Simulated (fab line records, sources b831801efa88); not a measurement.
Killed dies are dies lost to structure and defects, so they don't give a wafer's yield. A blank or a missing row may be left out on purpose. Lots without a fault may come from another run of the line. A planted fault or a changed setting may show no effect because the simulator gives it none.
Chamber matching | flow sky130 | SKY_VIA2_ETCH_14 on rie_diel-01: 4 sister chambers
The step etches BARC in N2/H2, stops on SiO2, time 45.9 s, target depth 60 nm. 4 wafers are shown with their chamber, then 9 later ones without.

WAFERS WITH THEIR CHAMBER
wafer  | chamber | drypump_motor_current_A (A)
L082.1 | 2       | 5.0
L087.1 | 1       | 6.1
L087.2 | 3       | 5.3
L087.3 | 0       | 5.8

WAFERS WITHOUT THEIR CHAMBER
wafer  | drypump_motor_current_A (A)
L089.1 | 5.0
L089.2 | 5.9
L089.4 | 5.3
L094.2 | 6.1
L094.3 | 5.0
L094.4 | 5.8
L096.1 | 5.3
L096.3 | 5.8
L096.4 | 6.1

WHICH CHAMBER EACH WENT THROUGH
wafer  | from the rows above | in truth
L089.1 | 2                   | 2
L089.2 | 0                   | 0
L089.4 | 3                   | 3
L094.2 | 1                   | 1
L094.3 | 2                   | 2
L094.4 | 0                   | 0
L096.1 | 3                   | 3
L096.3 | 0                   | 0
L096.4 | 1                   | 1
Placed correctly: 9 of 9. Can't be placed from these rows: 0. Placed wrongly: 0.
How it was worked out, from the rows above alone: a wafer's distance from a chamber is the root of the sum, over the readings, of the square of ((its reading less the chamber's mean) divided by the reading's scatter). The wafer belongs to the nearest chamber; if the next one is less than 2 further off, it can't be placed. A chamber's mean is the mean of its shown wafers. The scatter: with one shown wafer a chamber, the root of the mean of the squares of how far each hidden wafer lies from its nearest shown one.
